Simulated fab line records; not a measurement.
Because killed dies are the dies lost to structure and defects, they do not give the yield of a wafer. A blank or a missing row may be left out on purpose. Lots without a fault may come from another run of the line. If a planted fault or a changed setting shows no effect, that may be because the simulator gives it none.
Which of the tools did it? ; flow gf180mcu ; Sampling: 14 lots, 42 wafers, 5 of 602 route steps

WHAT THE GAUGES SHOWED, per wafer
GF_MVSD_OVL_MEAS_07.
lot;measured;on;MVSD_OVL (nm)
L896;day 4 16:08;overlay-02;3.9 3.6 3.3
L897;day 4 19:54;overlay-01;2.2 0.5 0.2
L898;day 5 03:12;overlay-01;0.1 0.8 1.9
L899;day 5 07:42;overlay-01;3.0 2.2 1.9
L900;day 5 19:21;overlay-02;-1.6 0.1 0.4
L901;day 5 22:22;overlay-01;2.2 4.7 1.7
L902;day 6 04:41;overlay-01;-1.7 -2.4 0.7
L903;day 6 09:43;overlay-02;2.0 2.9 0.2
L906;day 7 04:11;overlay-02;1.3 0.8 0.6
L907;day 7 11:15;overlay-01;1.3 0.5 0.2
L909;day 7 20:54;overlay-01;2.5 1.6 1.4
L911;day 8 08:49;overlay-01;2.2 1.9 2.0
L912;day 8 13:20;overlay-01;1.7 3.0 1.9
L914;day 9 06:06;overlay-02;3.0 2.5 0.9

GF_VT_IMPLANT_TW_MEAS_43.
lot;measured;on;VT_IMPLANT_4_TW
L896;day 7 21:31;film_metro-01;695 694 695
L897;day 8 00:47;film_metro-02;693 692 690
L898;day 8 10:38;film_metro-02;692 691 693
L899;day 8 15:19;film_metro-03;696 698 694
L900;day 9 04:58;film_metro-02;690 689 694
L901;day 9 07:52;film_metro-02;693 691 689
L902;day 9 15:46;film_metro-03;690 690 691
L903;day 9 20:13;film_metro-01;694 691 695
L906;day 10 19:13;film_metro-02;685 690 683
L907;day 11 03:39;film_metro-01;694 698 695
L909;day 11 13:35;film_metro-02;684 689 686
L911;day 12 02:37;film_metro-02;688 690 691
L912;day 12 08:26;film_metro-02;702 700 702
L914;day 13 03:35;film_metro-02;706 702 702

GF_M1_OVL_MEAS_15.
lot;measured;on;M1_OVL (nm)
L896;day 17 13:37;overlay-01;-1 -3 3
L897;day 17 19:45;overlay-01;-6 3 3
L898;day 18 20:11;overlay-02;7 -2 5
L899;day 18 19:25;overlay-02;-2 4 1
L900;day 19 08:30;overlay-02;4 5 -1
L901;day 19 17:04;overlay-01;3 4 3
L902;day 20 01:00;overlay-02;-3 -7 -6
L903;day 20 04:39;overlay-01;2 -2 6
L906;day 21 13:56;overlay-02;7 -8 8
L907;day 21 22:38;overlay-02;-9 -11 -11
L909;day 22 11:20;overlay-01;-2 -6 -3
L911;day 23 01:43;overlay-01;-7 0 -11
L912;day 23 09:30;overlay-02;-1 5 2
L914;day 24 05:07;overlay-02;-6 -4 -7

GF_V1_RS_MEAS_24: measurement is done with a four-point probe.
lot;measured;on;V1_W_RS (ohm/sq)
L896;day 18 14:50;film_metro-01;0.329 0.336 0.334
L897;day 18 21:25;film_metro-04;0.330 0.327 0.326
L898;day 19 23:04;film_metro-03;0.330 0.332 0.331
L899;day 19 22:26;film_metro-03;0.331 0.331 0.328
L900;day 20 10:58;film_metro-04;0.325 0.322 0.331
L901;day 20 20:10;film_metro-03;0.330 0.327 0.329
L902;day 21 03:42;film_metro-03;0.333 0.331 0.334
L903;day 21 07:04;film_metro-04;0.339 0.336 0.336
L906;day 22 15:43;film_metro-04;0.322 0.323 0.321
L907;day 23 00:07;film_metro-01;0.329 0.328 0.329
L909;day 23 12:09;film_metro-01;0.331 0.330 0.327
L911;day 24 02:20;film_metro-01;0.332 0.329 0.331
L912;day 24 09:47;film_metro-01;0.331 0.330 0.327
L914;day 25 04:55;film_metro-03;0.330 0.326 0.327

WHICH TOOL RAN EACH LOT (tool, then ch and the chambers of the sampled wafers, then the start)
lot;GF_VT_IMPLANT_IMPLANT_41
L896;implanter-04 ch 0, day 7 21:16
L897;implanter-03 ch 0, day 8 00:31
L898;implanter-03 ch 0, day 8 10:23
L899;implanter-03 ch 0, day 8 15:04
L900;implanter-04 ch 0, day 9 04:43
L901;implanter-04 ch 0, day 9 07:38
L902;implanter-03 ch 0, day 9 15:31
L903;implanter-04 ch 0, day 9 19:59
L906;implanter-04 ch 0, day 10 18:58
L907;implanter-02 ch 0, day 11 03:25
L909;implanter-04 ch 0, day 11 13:20
L911;implanter-03 ch 0, day 12 02:23
L912;implanter-03 ch 0, day 12 08:11
L914;implanter-03 ch 0, day 13 03:20
- GF_VT_IMPLANT_IMPLANT_41

AS READ BY THE TOOLS THEMSELVES (means over the sampled wafers that have a number; for cases with no such wafer, the mark the record gives instead)
GF_VT_IMPLANT_IMPLANT_41.
lot;tool;dose_ions_cm2;end_station_pressure_torr (Torr);faraday_current_uA
L896;implanter-04;1.0130e+12;4.70e-06;5.77
L897;implanter-03;1.0141e+12;5.02e-06;5.73
L898;implanter-03;1.0142e+12;4.82e-06;5.65
L899;implanter-03;1.0118e+12;4.90e-06;5.68
L900;implanter-04;1.0133e+12;4.82e-06;5.69
L901;implanter-04;1.0111e+12;4.88e-06;5.70
L902;implanter-03;1.0135e+12;5.13e-06;5.75
L903;implanter-04;1.0133e+12;4.64e-06;5.63
L906;implanter-04;1.0153e+12;4.96e-06;5.68
L907;implanter-02;1.0134e+12;4.74e-06;5.77
L909;implanter-04;1.0136e+12;5.11e-06;5.77
L911;implanter-03;1.0135e+12;4.79e-06;5.78
L912;implanter-03;1.0523e+12;5.08e-06;5.78
L914;implanter-03;1.0532e+12;5.20e-06;5.88

THE ANSWER, worked out from the rows above alone
Rule: usual is defined by the lots themselves. The widest of any qualifying gaps counts: lots, ordered by their means at a reading, are off when they make up no more than a third of the lots, leave a main group of 4 or more, and stand apart from it by 3 or more times the standard deviation of that group's means. Not used: any main group whose means are identical at the precision the tables above print for the reading. Also off: a lot with no number at a reading for which 4 or more lots have one. Where the step has rows for the other lots, those lots are counted as sound. Order of review: gauges by route order, followed by the tools' own readings, for which a lot's mean as printed above is used. The first step at which some lot is off is used, and at that step the reading that is off furthest; a lot without a number counts as furthest.
Off: L912, L914, at GF_VT_IMPLANT_IMPLANT_41 (dose_ions_cm2). The main group has a mean of 1.0133e+12 with a standard deviation of 1e+09.
If a tool, at that step or one of the process steps before it, ran each lot that is off and ran no sound lot following the first of them, it fits. One fits: GF_VT_IMPLANT_IMPLANT_41 on implanter-03. Its last sound lot is L911 (day 12 02:23), its first lot that is off L912 (day 12 08:11): a fault that began between those two fits.
The tool's own readings at GF_VT_IMPLANT_IMPLANT_41 bear it out: on the lots that are off they differ by more than 5 times the standard deviation of the sound lots' means. dose_ions_cm2 reads 1.0528e+12 there against 1.0133e+12 on the sound lots.

WHAT WAS PUT IN BY THE SIMULATOR
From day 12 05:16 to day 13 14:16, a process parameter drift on implanter-03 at GF_VT_IMPLANT_IMPLANT_41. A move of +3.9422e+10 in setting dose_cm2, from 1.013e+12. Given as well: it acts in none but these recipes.
Struck lots among those shown: L912, L914. The rule given above showed the same thing.
